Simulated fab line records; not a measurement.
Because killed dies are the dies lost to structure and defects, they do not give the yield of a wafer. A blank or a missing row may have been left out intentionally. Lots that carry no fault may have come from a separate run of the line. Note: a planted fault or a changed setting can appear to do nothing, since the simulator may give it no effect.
Which tool was responsible?	flow sfq-line	14 lots, 42 wafers sampled, at 3 steps of a route of 325

WHAT THE GAUGES READ, wafer by wafer
The record holds no reading of a measuring or inspecting step that can be judged against a usual standard deviation.

WHAT TOOL EACH LOT RAN ON (gives the tool, then ch and the chambers of the sampled wafers, and finally the start)
lot	SFQ_TRILAYER_I4_CMP_CMP_100	SFQ_TRILAYER_I4_METRO_MEASURE_101	SFQ_TRILAYER_I4_VIA_ETCH_VIA_ETCH_106
L680	cmp-02 ch 1,2, day 47 16:37	film-metro-03, day 47 19:14	rie-diel-04 ch 1,2,3, day 49 04:58
L681	cmp-02 ch 1,2, day 49 06:37	film-metro-04, day 49 09:14	rie-diel-03 ch 0,1, day 49 12:45
L683	cmp-01 ch 1,2, day 49 10:07	film-metro-04, day 49 13:38	rie-diel-04 ch 0,2,3, day 49 16:46
L684	cmp-01 ch 0,1, day 51 05:19	film-metro-04, day 51 08:26	rie-diel-04 ch 1,2, day 51 13:58
L686	cmp-01 ch 0,1,3, day 51 21:19	film-metro-01, day 51 23:26	rie-diel-03 ch 0,1, day 52 02:57
L687	cmp-01 ch 0,2, day 52 05:51	film-metro-01, day 52 08:28	rie-diel-02 ch 1,2,3, day 52 12:36
L689	cmp-01 ch 2,3, day 52 21:24	film-metro-03, day 53 00:31	rie-diel-03 ch 1,2,3, day 57 08:58
L692	cmp-01 ch 1,2,3, day 53 20:55	film-metro-01, day 53 22:32	rie-diel-03 ch 0,1, day 58 07:46
L698	cmp-01 ch 0,2,3, day 57 17:55	film-metro-03, day 57 19:32	rie-diel-03 ch 1,3, day 61 01:09
L699	cmp-01 ch 0,1,2, day 58 14:12	film-metro-03, day 58 17:19	rie-diel-03 ch 1,2,3, day 62 09:33
L700	cmp-01 ch 0,2,3, day 58 20:12	film-metro-01, day 58 23:19	rie-diel-02 ch 0,1,3, day 62 17:57
L701	cmp-02 ch 2,3, day 58 23:53	film-metro-04, day 59 02:55	rie-diel-02 ch 0,1,3, day 62 23:57
L702	cmp-02 ch 0,2,3, day 59 02:23	film-metro-01, day 59 05:43	rie-diel-03 ch 2,3, day 63 03:33
L703	cmp-01 ch 0,1, day 59 08:12	film-metro-04, day 59 11:19	rie-diel-03 ch 1,3, day 63 14:19
- SFQ_TRILAYER_I4_CMP_CMP_100: polishes SiO2.
- SFQ_TRILAYER_I4_METRO_MEASURE_101
- SFQ_TRILAYER_I4_VIA_ETCH_VIA_ETCH_106: etches SiO2 in CHF3, stops on Nb, target depth 260 nm.

WHAT THE TOOLS THEMSELVES READ (means of the sampled wafers that have a number; where no wafer has one, the mark that the record gives instead)
SFQ_TRILAYER_I4_CMP_CMP_100. Usual: edge-zone-pressure-frac 0.999, standard deviation 0.0045; motor-current-A 9.5 A, standard deviation 0.87; slurry-filter-dp-kPa 13.51 kPa, standard deviation 0.14; time-to-endpoint-s 214 s, standard deviation 9.
lot	tool	edge-zone-pressure-frac	motor-current-A (A)	slurry-filter-dp-kPa (kPa)	time-to-endpoint-s (s)	flag
L680	cmp-02	0.996	9.4	13.49	225	
L681	cmp-02	0.995	8.9	13.54	207	
L683	cmp-01	1.002	9.0	13.56	204	
L684	cmp-01	1.001	8.9	13.54	218	
L686	cmp-01	0.996	9.6	13.48	227	
L687	cmp-01	0.993	9.5	13.50	216	
L689	cmp-01	1.004	10.3	13.57	224	
L692	cmp-01	1.002	9.8	13.48	223	
L698	cmp-01	0.999	10.1	13.46	217	
L699	cmp-01	0.996	9.4	13.38	206	
L700	cmp-01	0.998	9.8	13.49	216	
L701	cmp-02	0.998	8.7	13.35	216	
L702	cmp-02	1.001	8.7	13.56	209	
L703	cmp-01	0.999	9.2	13.45	201	

SFQ_TRILAYER_I4_METRO_MEASURE_101. Usual: thk-nm reads 199.8 nm (standard deviation 1.2).
lot	tool	thk-nm (nm)	flag
L680	film-metro-03	200.7	
L681	film-metro-04	199.0	
L683	film-metro-04	199.6	
L684	film-metro-04	200.1	
L686	film-metro-01	200.3	
L687	film-metro-01	201.8	
L689	film-metro-03	194.6	OFF
L692	film-metro-01	192.6	OFF
L698	film-metro-03	199.0	
L699	film-metro-03	198.9	
L700	film-metro-01	199.0	
L701	film-metro-04	199.4	
L702	film-metro-01	198.9	
L703	film-metro-04	199.1	

SFQ_TRILAYER_I4_VIA_ETCH_VIA_ETCH_106. Usual: bias-w 80.02 W, standard deviation 0.25; chamber-pressure-mTorr 30.000 mTorr, standard deviation 0.028; drypump-motor-current-A 5.7 A, standard deviation 0.53; oes-product-au 0.854 a.u., standard deviation 0.0052; rf-fwd-power-W 498.3 W, standard deviation 1.6.
lot	tool	bias-w (W)	chamber-pressure-mTorr (mTorr)	drypump-motor-current-A (A)	oes-product-au (a.u.)	rf-fwd-power-W (W)	flag
L680	rie-diel-04	80.01	29.981	5.9	0.860	498.5	
L681	rie-diel-03	79.84	29.989	5.8	0.858	499.2	
L683	rie-diel-04	80.04	30.008	5.6	0.854	497.7	
L684	rie-diel-04	80.05	29.994	6.0	0.855	497.1	
L686	rie-diel-03	80.07	29.983	6.3	0.857	498.4	
L687	rie-diel-02	80.06	30.010	5.4	0.860	497.4	
L689	rie-diel-03	79.73	30.008	5.9	0.844	498.3	
L692	rie-diel-03	80.23	29.991	6.2	0.834	497.4	OFF
L698	rie-diel-03	79.72	29.997	5.8	0.852	497.7	
L699	rie-diel-03	79.83	30.005	5.9	0.852	499.2	
L700	rie-diel-02	80.19	30.009	5.6	0.855	497.6	
L701	rie-diel-02	79.80	30.024	5.6	0.848	498.6	
L702	rie-diel-03	80.11	30.025	5.5	0.849	498.6	
L703	rie-diel-03	79.89	29.995	5.7	0.851	499.0	

THE ANSWER, worked out from the rows above alone
Rule: take the mean of a lot's wafers that have a number; if it is more than 3 standard deviations from the usual mean, the lot is off. A lot without any number at a reading at which 4 lots or more have one is off too. Any other lot the step has rows for is counted as sound. After the gauges, taken in route order, come the tools' own readings; for these a lot's mean is taken, as printed above. At the first step where some lot is off, the reading lying furthest off is the one used; lots without a number count as furthest.
Off: L689, L692 (SFQ_TRILAYER_I4_METRO_MEASURE_101, thk-nm).
A tool fits if, at that step or a process step before it, it ran every lot that is off, and no sound lot after the first of them. Of those tried, none fits.

WHAT THE SIMULATOR HAD PUT IN
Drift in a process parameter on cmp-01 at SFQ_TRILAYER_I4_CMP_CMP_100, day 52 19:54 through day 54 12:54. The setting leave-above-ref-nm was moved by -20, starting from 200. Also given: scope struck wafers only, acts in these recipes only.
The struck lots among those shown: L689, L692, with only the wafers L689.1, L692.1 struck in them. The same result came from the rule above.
